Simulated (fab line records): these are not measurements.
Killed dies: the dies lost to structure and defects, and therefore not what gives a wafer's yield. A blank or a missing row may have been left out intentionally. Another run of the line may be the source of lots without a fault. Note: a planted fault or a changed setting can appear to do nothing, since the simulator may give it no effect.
Commonality check across tools || flow gf180mcu || 14 lots and 42 wafers in the sample

WHAT PROMPTED THE OPENING
GF_POLY_GATE_THK_MEAS_01, reading POLY_GATE_CVD_00_THK: flagged on 2 of 14 lots. Fault-free wafers read 200.6 nm, with a standard deviation of 1.8.
Rule: a lot gets a flag if all its wafers with a number sit over 4 standard deviations from that mean, or if no wafer of it has a number. The rest of the lots are taken to be sound.

{"lot": "L579", "measured": "day 9 01:10", "on": "film_metro-04", "POLY_GATE_CVD_00_THK (nm), wafer by wafer": "199.7 198.7 199.5", "flag": ""}
{"lot": "L580", "measured": "day 9 09:03", "on": "film_metro-04", "POLY_GATE_CVD_00_THK (nm), wafer by wafer": "202.1 200.9 200.5", "flag": ""}
{"lot": "L582", "measured": "day 9 22:41", "on": "film_metro-04", "POLY_GATE_CVD_00_THK (nm), wafer by wafer": "202.0 201.0 201.6", "flag": ""}
{"lot": "L583", "measured": "day 10 03:31", "on": "film_metro-03", "POLY_GATE_CVD_00_THK (nm), wafer by wafer": "202.3 203.0 201.5", "flag": ""}
{"lot": "L584", "measured": "day 10 11:21", "on": "film_metro-02", "POLY_GATE_CVD_00_THK (nm), wafer by wafer": "202.2 201.3 202.9", "flag": ""}
{"lot": "L586", "measured": "day 11 01:22", "on": "film_metro-03", "POLY_GATE_CVD_00_THK (nm), wafer by wafer": "200.6 202.4 201.9", "flag": ""}
{"lot": "L588", "measured": "day 11 16:41", "on": "film_metro-04", "POLY_GATE_CVD_00_THK (nm), wafer by wafer": "201.0 200.4 199.8", "flag": ""}
{"lot": "L590", "measured": "day 12 03:22", "on": "film_metro-03", "POLY_GATE_CVD_00_THK (nm), wafer by wafer": "200.3 198.3 198.4", "flag": ""}
{"lot": "L591", "measured": "day 12 12:48", "on": "film_metro-04", "POLY_GATE_CVD_00_THK (nm), wafer by wafer": "199.0 199.7 198.4", "flag": ""}
{"lot": "L592", "measured": "day 12 20:43", "on": "film_metro-04", "POLY_GATE_CVD_00_THK (nm), wafer by wafer": "198.1 201.9 199.5", "flag": ""}
{"lot": "L593", "measured": "day 13 04:32", "on": "film_metro-02", "POLY_GATE_CVD_00_THK (nm), wafer by wafer": "198.9 198.0 200.0", "flag": ""}
{"lot": "L594", "measured": "day 13 11:25", "on": "film_metro-03", "POLY_GATE_CVD_00_THK (nm), wafer by wafer": "204.7 202.4 199.5", "flag": ""}
{"lot": "L595", "measured": "day 13 21:25", "on": "film_metro-02", "POLY_GATE_CVD_00_THK (nm), wafer by wafer": "60.2 61.6 59.3", "flag": "FLAGGED"}
{"lot": "L598", "measured": "day 14 14:04", "on": "film_metro-04", "POLY_GATE_CVD_00_THK (nm), wafer by wafer": "59.1 58.7 59.9", "flag": "FLAGGED"}
Average over the flagged lots: 59.8 nm; offset from the usual -140.8 nm, equal to -78 standard deviations.

LOT BY LOT: THE TOOL USED
The record holds 1 process step before the reading, out of a route of 602 steps. Read each cell as the tool, then ch plus the chambers that the sampled wafers visited, then the start.
{"lot": "L579", "flag": "", "GF_POLY_GATE_CVD_00": "lpcvd-01 ch 1, day 8 23:49"}
{"lot": "L580", "flag": "", "GF_POLY_GATE_CVD_00": "lpcvd-02 ch 1, day 9 07:43"}
{"lot": "L582", "flag": "", "GF_POLY_GATE_CVD_00": "lpcvd-02 ch 1, day 9 21:20"}
{"lot": "L583", "flag": "", "GF_POLY_GATE_CVD_00": "lpcvd-02 ch 0, day 10 02:10"}
{"lot": "L584", "flag": "", "GF_POLY_GATE_CVD_00": "lpcvd-02 ch 0, day 10 10:01"}
{"lot": "L586", "flag": "", "GF_POLY_GATE_CVD_00": "lpcvd-02 ch 1, day 11 00:01"}
{"lot": "L588", "flag": "", "GF_POLY_GATE_CVD_00": "lpcvd-02 ch 0, day 11 15:20"}
{"lot": "L590", "flag": "", "GF_POLY_GATE_CVD_00": "lpcvd-01 ch 0, day 12 02:02"}
{"lot": "L591", "flag": "", "GF_POLY_GATE_CVD_00": "lpcvd-02 ch 1, day 12 11:28"}
{"lot": "L592", "flag": "", "GF_POLY_GATE_CVD_00": "lpcvd-02 ch 0, day 12 19:23"}
{"lot": "L593", "flag": "", "GF_POLY_GATE_CVD_00": "lpcvd-01 ch 0, day 13 03:12"}
{"lot": "L594", "flag": "", "GF_POLY_GATE_CVD_00": "lpcvd-02 ch 1, day 13 10:04"}
{"lot": "L595", "flag": "FLAGGED", "GF_POLY_GATE_CVD_00": "lpcvd-01 ch 0, day 13 20:04"}
{"lot": "L598", "flag": "FLAGGED", "GF_POLY_GATE_CVD_00": "lpcvd-01 ch 0, day 14 12:43"}
These steps, and what they do:
- GF_POLY_GATE_CVD_00: deposits poly-Si, target thk 200 nm, time 1200 s.
- GF_POLY_GATE_THK_MEAS_01

FLAGGED OVER TOTAL, TOOL BY TOOL (the gauges that took the reading come last)
{"step": "GF_POLY_GATE_CVD_00", "tool": "lpcvd-01", "lots run": 5, "flagged": 2, "share of the flagged lots": "all", "sound lots run after its first flagged lot": 0}
{"step": "GF_POLY_GATE_CVD_00", "tool": "lpcvd-02", "lots run": 9, "flagged": 0, "share of the flagged lots": "none", "sound lots run after its first flagged lot": "-"}
{"step": "GF_POLY_GATE_THK_MEAS_01", "tool": "film_metro-02", "lots run": 3, "flagged": 1, "share of the flagged lots": "some", "sound lots run after its first flagged lot": 0}
{"step": "GF_POLY_GATE_THK_MEAS_01", "tool": "film_metro-03", "lots run": 4, "flagged": 0, "share of the flagged lots": "none", "sound lots run after its first flagged lot": "-"}
{"step": "GF_POLY_GATE_THK_MEAS_01", "tool": "film_metro-04", "lots run": 7, "flagged": 1, "share of the flagged lots": "some", "sound lots run after its first flagged lot": 0}

WHAT IS ALLOWED BY THE TABLE
All flagged lots share 1 row of the table, namely lpcvd-01 at GF_POLY_GATE_CVD_00.
- lpcvd-01 at GF_POLY_GATE_CVD_00: 2 of its 5 lots flagged. A fault beginning between L593 (day 13 03:12), its last sound lot, and L595 (day 13 20:04), its first flagged one, fits the data. Its own readings (spike_tc_bottom_C, spike_tc_centre_C, spike_tc_lower_C, spike_tc_top_C, spike_tc_upper_C, susceptor_temp_C) fall more than 4 standard deviations out on all wafers of the flagged lots.
One tool is left: lpcvd-01 at GF_POLY_GATE_CVD_00.

WHAT WAS PUT IN BY THE SIMULATOR
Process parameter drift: lpcvd-01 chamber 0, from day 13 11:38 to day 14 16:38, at GF_POLY_GATE_CVD_00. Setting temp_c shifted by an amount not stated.
Struck lots among those shown: L595, L598. The rule above found the same.
